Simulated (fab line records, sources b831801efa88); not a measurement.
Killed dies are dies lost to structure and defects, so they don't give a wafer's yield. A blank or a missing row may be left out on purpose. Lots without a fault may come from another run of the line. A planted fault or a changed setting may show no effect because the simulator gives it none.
Chamber matching | flow sky130 | SKY_VIA1_ETCH_15 on rie_diel-01: 4 sister chambers
The step etches SiO2 in C4F8/O2/Ar, stops on TiN, target depth 351 nm, time 54 s. 18 wafers are shown with their chamber, then 9 later ones without.

WAFERS WITH THEIR CHAMBER
wafer  | chamber | oes_product_au (a.u.)
L075.3 | 0       | 0.981
L075.4 | 2       | 0.971
L075.5 | 2       | 0.970
L077.4 | 1       | 0.978
L077.5 | 2       | 0.972
L077.6 | 0       | 0.968
L082.2 | 3       | 0.968
L082.3 | 1       | 0.979
L082.6 | 3       | 0.985
L084.1 | 0       | 0.971
L084.4 | 2       | 0.973
L084.6 | 0       | 0.972
L085.1 | 0       | 0.968
L085.3 | 3       | 0.975
L085.6 | 1       | 0.969
L087.2 | 2       | 0.972
L087.4 | 1       | 0.985
L087.5 | 2       | 0.974

SIGNATURES (means of the wafers above)
reading        | chamber 0 | chamber 1 | chamber 2 | chamber 3 | scatter within a chamber
oes_product_au | 0.97200   | 0.97775   | 0.97200   | 0.97600   | 0.00535
Rule: a wafer's distance from a chamber is the root of the sum, over the readings, of the square of ((its reading less the chamber's mean) divided by the reading's scatter). The wafer belongs to the nearest chamber; if the next one is less than 2 further off, it can't be placed. The scatter: the root of (the sum of the squares of (reading less its chamber's mean) over the shown wafers, divided by (wafers less chambers)).

WAFERS WITHOUT THEIR CHAMBER
wafer  | oes_product_au (a.u.)
L090.3 | 0.968
L090.5 | 0.974
L090.6 | 0.974
L096.3 | 0.973
L096.4 | 0.979
L096.5 | 0.973
L097.3 | 0.972
L097.4 | 0.977
L097.5 | 0.976

WHICH CHAMBER EACH WENT THROUGH
wafer  | from the rows above               | in truth
L090.3 | can't be placed: 0 or 2 or 3 or 1 | 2
L090.5 | can't be placed: 0 or 2 or 3 or 1 | 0
L090.6 | can't be placed: 0 or 2 or 3 or 1 | 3
L096.3 | can't be placed: 0 or 2 or 3 or 1 | 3
L096.4 | can't be placed: 1 or 3 or 0 or 2 | 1
L096.5 | can't be placed: 0 or 2 or 3 or 1 | 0
L097.3 | can't be placed: 0 or 2 or 3 or 1 | 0
L097.4 | can't be placed: 1 or 3 or 0 or 2 | 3
L097.5 | can't be placed: 3 or 1 or 0 or 2 | 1
Placed correctly: 0 of 9. Can't be placed from these rows: 9 (the true chamber is among the candidates in 9). Placed wrongly: 0.
